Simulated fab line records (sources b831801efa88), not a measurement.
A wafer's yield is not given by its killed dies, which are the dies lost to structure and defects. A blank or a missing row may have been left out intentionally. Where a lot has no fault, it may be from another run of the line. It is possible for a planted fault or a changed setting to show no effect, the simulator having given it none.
Which tool is to blame? / flow gf180mcu / 12 lots, 36 wafers sampled, at 3 steps of a route of 602

## WHAT EACH GAUGE READ, for each wafer
GF_TOP_METAL_THK_MEAS_06: measures by xrf. Usual: for TOP_METAL_ALCU_THK the level is 894 nm and the standard deviation is 12.
lot=L482; measured=day 27 10:37; on=film-metro-03; TOP_METAL_ALCU_THK (nm)=871 881 873; flag=
lot=L483; measured=day 27 19:43; on=film-metro-04; TOP_METAL_ALCU_THK (nm)=911 896 904; flag=
lot=L484; measured=day 27 23:48; on=film-metro-04; TOP_METAL_ALCU_THK (nm)=904 909 902; flag=
lot=L485; measured=day 28 08:11; on=film-metro-02; TOP_METAL_ALCU_THK (nm)=914 898 919; flag=
lot=L486; measured=day 28 19:26; on=film-metro-03; TOP_METAL_ALCU_THK (nm)=886 880 870; flag=
lot=L487; measured=day 29 03:31; on=film-metro-04; TOP_METAL_ALCU_THK (nm)=890 891 876; flag=
lot=L489; measured=day 29 10:30; on=film-metro-04; TOP_METAL_ALCU_THK (nm)=889 890 902; flag=
lot=L490; measured=day 29 20:18; on=film-metro-04; TOP_METAL_ALCU_THK (nm)=888 902 898; flag=
lot=L491; measured=day 30 07:24; on=film-metro-02; TOP_METAL_ALCU_THK (nm)=886 895 888; flag=
lot=L492; measured=day 30 12:12; on=film-metro-03; TOP_METAL_ALCU_THK (nm)=883 887 883; flag=
lot=L501; measured=day 32 21:45; on=film-metro-04; TOP_METAL_ALCU_THK (nm)=909 890 904; flag=
lot=L502; measured=day 33 01:55; on=film-metro-02; TOP_METAL_ALCU_THK (nm)=901 904 907; flag=

## TOOL THAT RAN EACH LOT (tool first, then ch and the chambers of the sampled wafers, then the start)
lot=L482; GF_V4_STRIP_18=plasma-asher-04 ch 0,1, day 24 13:33; GF_V5_CMP_26=cmp-02 ch 0,1,2, day 27 09:58
lot=L483; GF_V4_STRIP_18=plasma-asher-01 ch 0,1, day 24 22:12; GF_V5_CMP_26=cmp-02 ch 0,1, day 27 19:04
lot=L484; GF_V4_STRIP_18=plasma-asher-03 ch 0,1, day 25 04:15; GF_V5_CMP_26=cmp-02 ch 1,2, day 27 23:09
lot=L485; GF_V4_STRIP_18=plasma-asher-04 ch 0,1, day 25 12:37; GF_V5_CMP_26=cmp-01 ch 0,1,3, day 28 07:35
lot=L486; GF_V4_STRIP_18=plasma-asher-03 ch 0,1, day 26 00:12; GF_V5_CMP_26=cmp-02 ch 2,3, day 28 18:47
lot=L487; GF_V4_STRIP_18=plasma-asher-01 ch 0,1, day 26 09:03; GF_V5_CMP_26=cmp-02 ch 0,1,2, day 29 02:58
lot=L489; GF_V4_STRIP_18=plasma-asher-04 ch 0,1, day 26 17:25; GF_V5_CMP_26=cmp-02 ch 0,1,3, day 29 09:51
lot=L490; GF_V4_STRIP_18=plasma-asher-04 ch 0,1, day 27 04:09; GF_V5_CMP_26=cmp-02 ch 1,2,3, day 29 19:46
lot=L491; GF_V4_STRIP_18=plasma-asher-04 ch 0,1, day 27 15:57; GF_V5_CMP_26=cmp-01 ch 0,3, day 30 06:45
lot=L492; GF_V4_STRIP_18=plasma-asher-04 ch 0,1, day 27 21:04; GF_V5_CMP_26=cmp-02 ch 0,1,2, day 30 11:39
lot=L501; GF_V4_STRIP_18=plasma-asher-04 ch 0, day 30 10:22; GF_V5_CMP_26=cmp-02 ch 0,1, day 32 21:10
lot=L502; GF_V4_STRIP_18=plasma-asher-04 ch 1, day 30 16:11; GF_V5_CMP_26=cmp-02 ch 0,2, day 33 01:17
- GF_V4_STRIP_18: strips in O2/N2.
- GF_V5_CMP_26: polishes, stops on SiO2, t overpolish 15 s, target thk 0 nm.

## WHAT THE TOOLS THEMSELVES READ (means of the sampled wafers that have a number; where no wafer has one, the mark that the record gives instead)
GF_V4_STRIP_18. Usual: drypump-motor-current-A 5.8 A, standard deviation 0.37; heater-power-w 326 W, standard deviation 24; oes-product-au 0.593 a.u., standard deviation 0.0049.
lot=L482; tool=plasma-asher-04; drypump-motor-current-A (A)=5.8; heater-power-w (W)=344; oes-product-au (a.u.)=0.594; flag=
lot=L483; tool=plasma-asher-01; drypump-motor-current-A (A)=6.1; heater-power-w (W)=319; oes-product-au (a.u.)=0.592; flag=
lot=L484; tool=plasma-asher-03; drypump-motor-current-A (A)=5.6; heater-power-w (W)=319; oes-product-au (a.u.)=0.596; flag=
lot=L485; tool=plasma-asher-04; drypump-motor-current-A (A)=5.8; heater-power-w (W)=335; oes-product-au (a.u.)=0.600; flag=
lot=L486; tool=plasma-asher-03; drypump-motor-current-A (A)=5.5; heater-power-w (W)=319; oes-product-au (a.u.)=0.593; flag=
lot=L487; tool=plasma-asher-01; drypump-motor-current-A (A)=6.1; heater-power-w (W)=315; oes-product-au (a.u.)=0.594; flag=
lot=L489; tool=plasma-asher-04; drypump-motor-current-A (A)=5.8; heater-power-w (W)=342; oes-product-au (a.u.)=0.592; flag=
lot=L490; tool=plasma-asher-04; drypump-motor-current-A (A)=5.8; heater-power-w (W)=344; oes-product-au (a.u.)=0.597; flag=
lot=L491; tool=plasma-asher-04; drypump-motor-current-A (A)=5.8; heater-power-w (W)=345; oes-product-au (a.u.)=0.591; flag=
lot=L492; tool=plasma-asher-04; drypump-motor-current-A (A)=5.8; heater-power-w (W)=341; oes-product-au (a.u.)=0.596; flag=
lot=L501; tool=plasma-asher-04; drypump-motor-current-A (A)=5.8; heater-power-w (W)=360; oes-product-au (a.u.)=0.591; flag=
lot=L502; tool=plasma-asher-04; drypump-motor-current-A (A)=5.7; heater-power-w (W)=312; oes-product-au (a.u.)=0.589; flag=

GF_V5_CMP_26. Usual: motor-current-A 10.6 A, standard deviation 1; overpolish-run-s 14.999 s, standard deviation 0.0093; time-to-endpoint-s 85 s, standard deviation 4.3.
lot=L482; tool=cmp-02; motor-current-A (A)=9.9; overpolish-run-s (s)=14.996; time-to-endpoint-s (s)=87; flag=
lot=L483; tool=cmp-02; motor-current-A (A)=10.0; overpolish-run-s (s)=14.987; time-to-endpoint-s (s)=82; flag=
lot=L484; tool=cmp-02; motor-current-A (A)=9.4; overpolish-run-s (s)=15.003; time-to-endpoint-s (s)=90; flag=
lot=L485; tool=cmp-01; motor-current-A (A)=12.1; overpolish-run-s (s)=15.002; time-to-endpoint-s (s)=83; flag=
lot=L486; tool=cmp-02; motor-current-A (A)=11.2; overpolish-run-s (s)=14.998; time-to-endpoint-s (s)=84; flag=
lot=L487; tool=cmp-02; motor-current-A (A)=10.3; overpolish-run-s (s)=14.995; time-to-endpoint-s (s)=89; flag=
lot=L489; tool=cmp-02; motor-current-A (A)=10.4; overpolish-run-s (s)=15.004; time-to-endpoint-s (s)=86; flag=
lot=L490; tool=cmp-02; motor-current-A (A)=10.6; overpolish-run-s (s)=15.004; time-to-endpoint-s (s)=87; flag=
lot=L491; tool=cmp-01; motor-current-A (A)=10.7; overpolish-run-s (s)=14.993; time-to-endpoint-s (s)=79; flag=
lot=L492; tool=cmp-02; motor-current-A (A)=10.3; overpolish-run-s (s)=15.002; time-to-endpoint-s (s)=85; flag=
lot=L501; tool=cmp-02; motor-current-A (A)=9.8; overpolish-run-s (s)=14.995; time-to-endpoint-s (s)=86; flag=
lot=L502; tool=cmp-02; motor-current-A (A)=10.5; overpolish-run-s (s)=14.993; time-to-endpoint-s (s)=85; flag=

## THE ANSWER, worked out from the rows above alone
Rule: a lot counts as off when the mean over its wafers that have a number is more than 3 standard deviations away from the usual mean. A lot without any number at a reading at which 4 lots or more have one is off too. The other lots that the step has rows for count as sound. First the gauges in route order, then the tools' own readings, where a lot's mean is used as printed above. The first step at which some lot is off is used, and at that step the reading that is off furthest; a lot without a number counts as furthest.
Across all readings shown, no lot is off: no conclusion can be drawn from this.

## WHAT THE SIMULATOR HAD INSERTED
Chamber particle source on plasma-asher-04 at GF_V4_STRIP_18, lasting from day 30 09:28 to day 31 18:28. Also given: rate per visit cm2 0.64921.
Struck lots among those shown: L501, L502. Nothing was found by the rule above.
